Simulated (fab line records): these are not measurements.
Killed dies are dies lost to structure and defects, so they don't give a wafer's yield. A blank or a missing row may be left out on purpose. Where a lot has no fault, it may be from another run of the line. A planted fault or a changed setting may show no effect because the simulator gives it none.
Which tool is to blame? || flow gf180mcu || 11 lots, 33 wafers sampled, at 6 steps of a route of 602

== WHAT EACH GAUGE READ, for each wafer ==
GF_HV_LDD_OVL_MEAS_20. Usual: HV_LDD_01_OVL typically reads -0.1 nm, with standard deviation 1.3.
{"lot": "L978", "measured": "day 10 19:24", "on": "overlay-01", "HV_LDD_01_OVL (nm)": "-0.6 1.3 1.6", "flag": ""}
{"lot": "L981", "measured": "day 11 13:44", "on": "overlay-02", "HV_LDD_01_OVL (nm)": "-1.0 -3.3 -1.1", "flag": ""}
{"lot": "L982", "measured": "day 12 01:35", "on": "overlay-01", "HV_LDD_01_OVL (nm)": "0.5 -2.1 1.0", "flag": ""}
{"lot": "L984", "measured": "day 12 15:00", "on": "overlay-01", "HV_LDD_01_OVL (nm)": "2.1 -0.2 -0.5", "flag": ""}
{"lot": "L989", "measured": "day 14 09:57", "on": "overlay-01", "HV_LDD_01_OVL (nm)": "1.2 0.2 -0.6", "flag": ""}
{"lot": "L994", "measured": "day 15 19:55", "on": "overlay-01", "HV_LDD_01_OVL (nm)": "-1.1 -2.7 -1.1", "flag": ""}
{"lot": "L996", "measured": "day 16 09:06", "on": "overlay-02", "HV_LDD_01_OVL (nm)": "-0.6 -1.0 1.5", "flag": ""}
{"lot": "L997", "measured": "day 16 16:22", "on": "overlay-01", "HV_LDD_01_OVL (nm)": "1.5 2.4 1.0", "flag": ""}
{"lot": "L998", "measured": "day 17 03:11", "on": "overlay-02", "HV_LDD_01_OVL (nm)": "1.5 -0.5 2.2", "flag": ""}
{"lot": "L100", "measured": "day 17 16:11", "on": "overlay-01", "HV_LDD_01_OVL (nm)": "0.5 -0.3 0.0", "flag": ""}
{"lot": "L101", "measured": "day 17 21:58", "on": "overlay-02", "HV_LDD_01_OVL (nm)": "-0.2 -0.2 0.2", "flag": ""}

GF_HV_LDD_THK_MEAS_57. Usual: HV_LDD_CVD_56_THK typically reads 89.8 nm, with standard deviation 0.99.
{"lot": "L978", "measured": "day 12 12:43", "on": "filmMetro-02", "HV_LDD_CVD_56_THK (nm)": "90.8 89.9 90.8", "flag": ""}
{"lot": "L981", "measured": "day 13 08:08", "on": "filmMetro-01", "HV_LDD_CVD_56_THK (nm)": "89.0 89.1 89.2", "flag": ""}
{"lot": "L982", "measured": "day 13 20:35", "on": "filmMetro-03", "HV_LDD_CVD_56_THK (nm)": "90.3 91.3 91.0", "flag": ""}
{"lot": "L984", "measured": "day 14 11:42", "on": "filmMetro-03", "HV_LDD_CVD_56_THK (nm)": "89.4 89.1 89.1", "flag": ""}
{"lot": "L989", "measured": "day 16 07:25", "on": "filmMetro-01", "HV_LDD_CVD_56_THK (nm)": "112.0 111.8 112.1", "flag": "OFF"}
{"lot": "L994", "measured": "day 17 22:17", "on": "filmMetro-02", "HV_LDD_CVD_56_THK (nm)": "89.6 90.4 90.7", "flag": ""}
{"lot": "L996", "measured": "day 18 11:53", "on": "filmMetro-01", "HV_LDD_CVD_56_THK (nm)": "90.9 90.6 90.2", "flag": ""}
{"lot": "L997", "measured": "day 18 19:20", "on": "filmMetro-02", "HV_LDD_CVD_56_THK (nm)": "89.2 88.8 89.2", "flag": ""}
{"lot": "L998", "measured": "day 19 06:44", "on": "filmMetro-02", "HV_LDD_CVD_56_THK (nm)": "88.4 89.8 89.8", "flag": ""}
{"lot": "L100", "measured": "day 19 20:07", "on": "filmMetro-03", "HV_LDD_CVD_56_THK (nm)": "90.7 90.0 89.7", "flag": ""}
{"lot": "L101", "measured": "day 20 02:02", "on": "filmMetro-01", "HV_LDD_CVD_56_THK (nm)": "88.8 88.4 88.4", "flag": ""}

GF_PSD_TW_MEAS_11. Usual: PSD_TW typically reads 3172, with standard deviation 12.
{"lot": "L978", "measured": "day 14 05:29", "on": "filmMetro-04", "PSD_TW": "3186 3187 3188", "flag": ""}
{"lot": "L981", "measured": "day 15 01:49", "on": "filmMetro-01", "PSD_TW": "3179 3166 3162", "flag": ""}
{"lot": "L982", "measured": "day 15 16:20", "on": "filmMetro-01", "PSD_TW": "3183 3178 3177", "flag": ""}
{"lot": "L984", "measured": "day 16 08:20", "on": "filmMetro-04", "PSD_TW": "3176 3180 3186", "flag": ""}
{"lot": "L989", "measured": "day 18 06:16", "on": "filmMetro-04", "PSD_TW": "3157 3168 3173", "flag": ""}
{"lot": "L994", "measured": "day 19 22:55", "on": "filmMetro-01", "PSD_TW": "3158 3171 3156", "flag": ""}
{"lot": "L996", "measured": "day 20 13:26", "on": "filmMetro-02", "PSD_TW": "3147 3160 3153", "flag": ""}
{"lot": "L997", "measured": "day 20 21:01", "on": "filmMetro-02", "PSD_TW": "3168 3169 3175", "flag": ""}
{"lot": "L998", "measured": "day 21 07:40", "on": "filmMetro-01", "PSD_TW": "3165 3169 3162", "flag": ""}
{"lot": "L100", "measured": "day 21 21:08", "on": "filmMetro-04", "PSD_TW": "3188 3186 3178", "flag": ""}
{"lot": "L101", "measured": "day 22 02:18", "on": "filmMetro-04", "PSD_TW": "3159 3154 3148", "flag": ""}

== TOOL THAT RAN EACH LOT (tool first, then ch and the chambers of the sampled wafers, then the start) ==
{"lot": "L978", "GF_POLY_GATE_ETCH_13": "rieSi-02 ch 1,3, day 9 04:56", "GF_HV_LDD_CVD_56": "lpcvd-02 ch 0, day 12 11:17", "GF_HV_LDD_ETCHBACK_58": "rieDiel-04 ch 0,2,3, day 12 12:47"}
{"lot": "L981", "GF_POLY_GATE_ETCH_13": "rieSi-02 ch 0,2, day 9 22:44", "GF_HV_LDD_CVD_56": "lpcvd-02 ch 1, day 13 06:43", "GF_HV_LDD_ETCHBACK_58": "rieDiel-03 ch 0,2,3, day 13 08:12"}
{"lot": "L982", "GF_POLY_GATE_ETCH_13": "rieSi-02 ch 2,3, day 10 11:38", "GF_HV_LDD_CVD_56": "lpcvd-02 ch 1, day 13 19:08", "GF_HV_LDD_ETCHBACK_58": "rieDiel-03 ch 0,2,3, day 13 20:38"}
{"lot": "L984", "GF_POLY_GATE_ETCH_13": "rieSi-02 ch 0,2,3, day 10 23:35", "GF_HV_LDD_CVD_56": "lpcvd-01 ch 0, day 14 10:16", "GF_HV_LDD_ETCHBACK_58": "rieDiel-01 ch 1,2,3, day 14 11:45"}
{"lot": "L989", "GF_POLY_GATE_ETCH_13": "rieSi-01 ch 1,3, day 12 15:26", "GF_HV_LDD_CVD_56": "lpcvd-01 ch 1, day 16 05:58", "GF_HV_LDD_ETCHBACK_58": "rieDiel-01 ch 0,1,2, day 16 07:28"}
{"lot": "L994", "GF_POLY_GATE_ETCH_13": "rieSi-02 ch 0,1,2, day 13 22:38", "GF_HV_LDD_CVD_56": "lpcvd-02 ch 0, day 17 20:51", "GF_HV_LDD_ETCHBACK_58": "rieDiel-03 ch 0,1, day 17 22:20"}
{"lot": "L996", "GF_POLY_GATE_ETCH_13": "rieSi-02 ch 1,2,3, day 14 11:39", "GF_HV_LDD_CVD_56": "lpcvd-02 ch 1, day 18 10:28", "GF_HV_LDD_ETCHBACK_58": "rieDiel-01 ch 1,2,3, day 18 11:57"}
{"lot": "L997", "GF_POLY_GATE_ETCH_13": "rieSi-01 ch 0,1,2, day 14 19:20", "GF_HV_LDD_CVD_56": "lpcvd-01 ch 1, day 18 17:55", "GF_HV_LDD_ETCHBACK_58": "rieDiel-03 ch 0,2, day 18 19:24"}
{"lot": "L998", "GF_POLY_GATE_ETCH_13": "rieSi-02 ch 1,2,3, day 15 06:06", "GF_HV_LDD_CVD_56": "lpcvd-01 ch 0, day 19 05:17", "GF_HV_LDD_ETCHBACK_58": "rieDiel-03 ch 1,2,3, day 19 06:47"}
{"lot": "L100", "GF_POLY_GATE_ETCH_13": "rieSi-02 ch 0,2,3, day 15 16:50", "GF_HV_LDD_CVD_56": "lpcvd-02 ch 1, day 19 18:40", "GF_HV_LDD_ETCHBACK_58": "rieDiel-04 ch 2,3, day 19 20:10"}
{"lot": "L101", "GF_POLY_GATE_ETCH_13": "rieSi-02 ch 0,3, day 15 21:35", "GF_HV_LDD_CVD_56": "lpcvd-01 ch 1, day 20 00:35", "GF_HV_LDD_ETCHBACK_58": "rieDiel-04 ch 0,2,3, day 20 02:07"}
- GF_POLY_GATE_ETCH_13: etches poly-Si in HBr/Cl2, stops on SiO2, target depth 198.5 nm, time 69.6 s.
- GF_HV_LDD_CVD_56: deposits Si3N4 from DCS/NH3, target thk 90 nm, time 1543 s.
- GF_HV_LDD_ETCHBACK_58: etches Si3N4 in CH3F/O2, stops on SiO2, time 100 s, target depth 90 nm.

== AS READ BY THE TOOLS THEMSELVES (means over the sampled wafers that have a number; for cases with no such wafer, the mark the record gives instead) ==
GF_POLY_GATE_ETCH_13. Usual: drypumpMotorCurrentA 5.67 A, standard deviation 0.27; oesProductAu 0.989 a.u., standard deviation 0.0069; throttleValvePct 33.686 %, standard deviation 0.0092.
{"lot": "L978", "tool": "rieSi-02", "drypumpMotorCurrentA (A)": 5.76, "oesProductAu (a.u.)": 0.981, "throttleValvePct (%)": 33.675, "flag": ""}
{"lot": "L981", "tool": "rieSi-02", "drypumpMotorCurrentA (A)": 5.87, "oesProductAu (a.u.)": 0.986, "throttleValvePct (%)": 33.693, "flag": ""}
{"lot": "L982", "tool": "rieSi-02", "drypumpMotorCurrentA (A)": 5.65, "oesProductAu (a.u.)": 0.992, "throttleValvePct (%)": 33.685, "flag": ""}
{"lot": "L984", "tool": "rieSi-02", "drypumpMotorCurrentA (A)": 5.79, "oesProductAu (a.u.)": 0.989, "throttleValvePct (%)": 33.680, "flag": ""}
{"lot": "L989", "tool": "rieSi-01", "drypumpMotorCurrentA (A)": 5.31, "oesProductAu (a.u.)": 0.999, "throttleValvePct (%)": 33.686, "flag": ""}
{"lot": "L994", "tool": "rieSi-02", "drypumpMotorCurrentA (A)": 5.80, "oesProductAu (a.u.)": 0.991, "throttleValvePct (%)": 33.677, "flag": ""}
{"lot": "L996", "tool": "rieSi-02", "drypumpMotorCurrentA (A)": 5.70, "oesProductAu (a.u.)": 0.984, "throttleValvePct (%)": 33.685, "flag": ""}
{"lot": "L997", "tool": "rieSi-01", "drypumpMotorCurrentA (A)": 5.45, "oesProductAu (a.u.)": 0.983, "throttleValvePct (%)": 33.692, "flag": ""}
{"lot": "L998", "tool": "rieSi-02", "drypumpMotorCurrentA (A)": 5.71, "oesProductAu (a.u.)": 0.992, "throttleValvePct (%)": 33.690, "flag": ""}
{"lot": "L100", "tool": "rieSi-02", "drypumpMotorCurrentA (A)": 5.79, "oesProductAu (a.u.)": 0.987, "throttleValvePct (%)": 33.690, "flag": ""}
{"lot": "L101", "tool": "rieSi-02", "drypumpMotorCurrentA (A)": 5.93, "oesProductAu (a.u.)": 0.992, "throttleValvePct (%)": 33.688, "flag": ""}

GF_HV_LDD_CVD_56. Usual: spikeTcBottomC is 791.0 C with standard deviation 2.9, spikeTcCentreC is 770.9 C with standard deviation 1.1, spikeTcLowerC is 769.8 C with standard deviation 1.3, spikeTcTopC is 782.7 C with standard deviation 2.5, spikeTcUpperC is 769.6 C with standard deviation 1.3, zonePowerCentrePct is 15.1 % with standard deviation 1.3, and zonePowerLowerPct is 12.6 % with standard deviation 0.54.
{"lot": "L978", "tool": "lpcvd-02", "spikeTcBottomC (C)": 797.6, "spikeTcCentreC (C)": 769.6, "spikeTcLowerC (C)": 769.4, "spikeTcTopC (C)": 778.4, "spikeTcUpperC (C)": 770.0, "zonePowerCentrePct (%)": 12.4, "zonePowerLowerPct (%)": 11.6, "flag": ""}
{"lot": "L981", "tool": "lpcvd-02", "spikeTcBottomC (C)": 788.5, "spikeTcCentreC (C)": 770.2, "spikeTcLowerC (C)": 771.3, "spikeTcTopC (C)": 781.7, "spikeTcUpperC (C)": 768.6, "zonePowerCentrePct (%)": 16.3, "zonePowerLowerPct (%)": 13.1, "flag": ""}
{"lot": "L982", "tool": "lpcvd-02", "spikeTcBottomC (C)": 788.0, "spikeTcCentreC (C)": 770.1, "spikeTcLowerC (C)": 771.3, "spikeTcTopC (C)": 781.5, "spikeTcUpperC (C)": 768.1, "zonePowerCentrePct (%)": 16.3, "zonePowerLowerPct (%)": 13.1, "flag": ""}
{"lot": "L984", "tool": "lpcvd-01", "spikeTcBottomC (C)": 791.6, "spikeTcCentreC (C)": 770.9, "spikeTcLowerC (C)": 769.4, "spikeTcTopC (C)": 782.2, "spikeTcUpperC (C)": 770.6, "zonePowerCentrePct (%)": 14.2, "zonePowerLowerPct (%)": 12.9, "flag": ""}
{"lot": "L989", "tool": "lpcvd-01", "spikeTcBottomC (C)": 803.6, "spikeTcCentreC (C)": 784.1, "spikeTcLowerC (C)": 781.3, "spikeTcTopC (C)": 797.7, "spikeTcUpperC (C)": 780.7, "zonePowerCentrePct (%)": 16.5, "zonePowerLowerPct (%)": 12.6, "flag": "OFF"}
{"lot": "L994", "tool": "lpcvd-02", "spikeTcBottomC (C)": 796.3, "spikeTcCentreC (C)": 769.5, "spikeTcLowerC (C)": 769.6, "spikeTcTopC (C)": 778.0, "spikeTcUpperC (C)": 770.6, "zonePowerCentrePct (%)": 12.5, "zonePowerLowerPct (%)": 11.6, "flag": ""}
{"lot": "L996", "tool": "lpcvd-02", "spikeTcBottomC (C)": 787.6, "spikeTcCentreC (C)": 770.8, "spikeTcLowerC (C)": 771.3, "spikeTcTopC (C)": 782.0, "spikeTcUpperC (C)": 767.9, "zonePowerCentrePct (%)": 16.3, "zonePowerLowerPct (%)": 13.1, "flag": ""}
{"lot": "L997", "tool": "lpcvd-01", "spikeTcBottomC (C)": 792.1, "spikeTcCentreC (C)": 771.8, "spikeTcLowerC (C)": 768.8, "spikeTcTopC (C)": 785.5, "spikeTcUpperC (C)": 769.6, "zonePowerCentrePct (%)": 16.0, "zonePowerLowerPct (%)": 12.2, "flag": ""}
{"lot": "L998", "tool": "lpcvd-01", "spikeTcBottomC (C)": 791.8, "spikeTcCentreC (C)": 771.0, "spikeTcLowerC (C)": 769.4, "spikeTcTopC (C)": 783.4, "spikeTcUpperC (C)": 770.4, "zonePowerCentrePct (%)": 14.3, "zonePowerLowerPct (%)": 12.8, "flag": ""}
{"lot": "L100", "tool": "lpcvd-02", "spikeTcBottomC (C)": 787.9, "spikeTcCentreC (C)": 770.5, "spikeTcLowerC (C)": 769.7, "spikeTcTopC (C)": 782.4, "spikeTcUpperC (C)": 768.2, "zonePowerCentrePct (%)": 16.2, "zonePowerLowerPct (%)": 13.1, "flag": ""}
{"lot": "L101", "tool": "lpcvd-01", "spikeTcBottomC (C)": 791.6, "spikeTcCentreC (C)": 771.5, "spikeTcLowerC (C)": 768.7, "spikeTcTopC (C)": 786.1, "spikeTcUpperC (C)": 769.3, "zonePowerCentrePct (%)": 15.7, "zonePowerLowerPct (%)": 12.2, "flag": ""}

GF_HV_LDD_ETCHBACK_58. Usual: drypumpMotorCurrentA 5.9 A, standard deviation 0.36; oesProductAu 0.842 a.u., standard deviation 0.0067; throttleValvePct 10.561 %, standard deviation 0.0088.
{"lot": "L978", "tool": "rieDiel-04", "drypumpMotorCurrentA (A)": 5.8, "oesProductAu (a.u.)": 0.845, "throttleValvePct (%)": 10.564, "flag": ""}
{"lot": "L981", "tool": "rieDiel-03", "drypumpMotorCurrentA (A)": 5.7, "oesProductAu (a.u.)": 0.834, "throttleValvePct (%)": 10.553, "flag": ""}
{"lot": "L982", "tool": "rieDiel-03", "drypumpMotorCurrentA (A)": 5.7, "oesProductAu (a.u.)": 0.847, "throttleValvePct (%)": 10.570, "flag": ""}
{"lot": "L984", "tool": "rieDiel-01", "drypumpMotorCurrentA (A)": 5.9, "oesProductAu (a.u.)": 0.840, "throttleValvePct (%)": 10.560, "flag": ""}
{"lot": "L989", "tool": "rieDiel-01", "drypumpMotorCurrentA (A)": 5.9, "oesProductAu (a.u.)": 0.958, "throttleValvePct (%)": 10.568, "flag": "OFF"}
{"lot": "L994", "tool": "rieDiel-03", "drypumpMotorCurrentA (A)": 5.9, "oesProductAu (a.u.)": 0.843, "throttleValvePct (%)": 10.567, "flag": ""}
{"lot": "L996", "tool": "rieDiel-01", "drypumpMotorCurrentA (A)": 5.9, "oesProductAu (a.u.)": 0.848, "throttleValvePct (%)": 10.561, "flag": ""}
{"lot": "L997", "tool": "rieDiel-03", "drypumpMotorCurrentA (A)": 5.9, "oesProductAu (a.u.)": 0.837, "throttleValvePct (%)": 10.555, "flag": ""}
{"lot": "L998", "tool": "rieDiel-03", "drypumpMotorCurrentA (A)": 6.0, "oesProductAu (a.u.)": 0.838, "throttleValvePct (%)": 10.561, "flag": ""}
{"lot": "L100", "tool": "rieDiel-04", "drypumpMotorCurrentA (A)": 5.8, "oesProductAu (a.u.)": 0.845, "throttleValvePct (%)": 10.560, "flag": ""}
{"lot": "L101", "tool": "rieDiel-04", "drypumpMotorCurrentA (A)": 5.7, "oesProductAu (a.u.)": 0.834, "throttleValvePct (%)": 10.572, "flag": ""}

== THE ANSWER, worked out from the rows above alone ==
Rule: take the mean of a lot's wafers that have a number; if it is more than 3 standard deviations from the usual mean, the lot is off. Also off: a lot with no number at a reading for which 4 or more lots have one. All remaining lots with rows at the step are treated as sound. The gauges are gone through in route order, then the tools' own readings, and for those a lot's mean is taken as printed above. The first step at which some lot is off is used, and at that step the reading that is off furthest; a lot without a number counts as furthest.
Off: L989, seen at GF_HV_LDD_THK_MEAS_57 (HV_LDD_CVD_56_THK).
A tool fits if, at a process step before that reading, it ran every lot that is off, and no sound lot after the first of them. The gauges at GF_HV_LDD_THK_MEAS_57 aren't tried: what is off there is off at GF_HV_LDD_CVD_56 too, on other tools, and a gauge's error can't cause that. None of those tried fits.

== WHAT WAS PUT IN BY THE SIMULATOR ==
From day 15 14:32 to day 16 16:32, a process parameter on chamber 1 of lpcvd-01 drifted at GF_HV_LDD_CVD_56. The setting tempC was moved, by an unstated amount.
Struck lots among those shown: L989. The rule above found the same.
